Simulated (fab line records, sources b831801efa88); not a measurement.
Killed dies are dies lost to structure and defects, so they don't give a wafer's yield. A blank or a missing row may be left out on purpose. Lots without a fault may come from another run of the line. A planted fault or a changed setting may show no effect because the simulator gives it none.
Chamber matching | flow sky130 | SKY_CONTACT_CMP_27 on cmp-01: 4 sister chambers
The step polishes, stops on SiO2, t overpolish 15 s, target thk 0 nm. 8 wafers are shown with their chamber, then 8 later ones without.

WAFERS WITH THEIR CHAMBER
wafer  | chamber | motor_current_A (A) | time_to_endpoint_s (s)
L542.1 | 3       | 12.2                | 78
L548.2 | 3       | 13.0                | 72
L549.5 | 1       | 11.0                | 77
L549.6 | 0       | 9.7                 | 98
L554.1 | 2       | 11.6                | 88
L554.5 | 2       | 12.0                | 87
L554.6 | 1       | 11.2                | 85
L557.2 | 0       | 10.5                | 92

WAFERS WITHOUT THEIR CHAMBER
wafer  | motor_current_A (A) | time_to_endpoint_s (s)
L557.3 | 12.1                | 92
L557.6 | 11.0                | 90
L558.3 | 11.2                | 85
L558.4 | 10.3                | 84
L558.5 | 13.1                | 81
L559.1 | 11.7                | 92
L559.3 | 10.3                | 85
L559.4 | 13.7                | 80

WHICH CHAMBER EACH WENT THROUGH
wafer  | from the rows above          | in truth
L557.3 | 2                            | 2
L557.6 | can't be placed: 2 or 1 or 0 | 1
L558.3 | can't be placed: 1 or 2      | 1
L558.4 | can't be placed: 1 or 0 or 2 | 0
L558.5 | can't be placed: 3 or 2      | 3
L559.1 | can't be placed: 2 or 1      | 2
L559.3 | can't be placed: 1 or 0 or 2 | 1
L559.4 | can't be placed: 3 or 2      | 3
Placed correctly: 1 of 8. Can't be placed from these rows: 7 (the true chamber is among the candidates in 7). Placed wrongly: 0.
How it was worked out, from the rows above alone: a wafer's distance from a chamber is the root of the sum, over the readings, of the square of ((its reading less the chamber's mean) divided by the reading's scatter). The wafer belongs to the nearest chamber; if the next one is less than 2 further off, it can't be placed. A chamber's mean is the mean of its shown wafers. The scatter: the root of (the sum of the squares of (reading less its chamber's mean) over the shown wafers, divided by (wafers less chambers)).
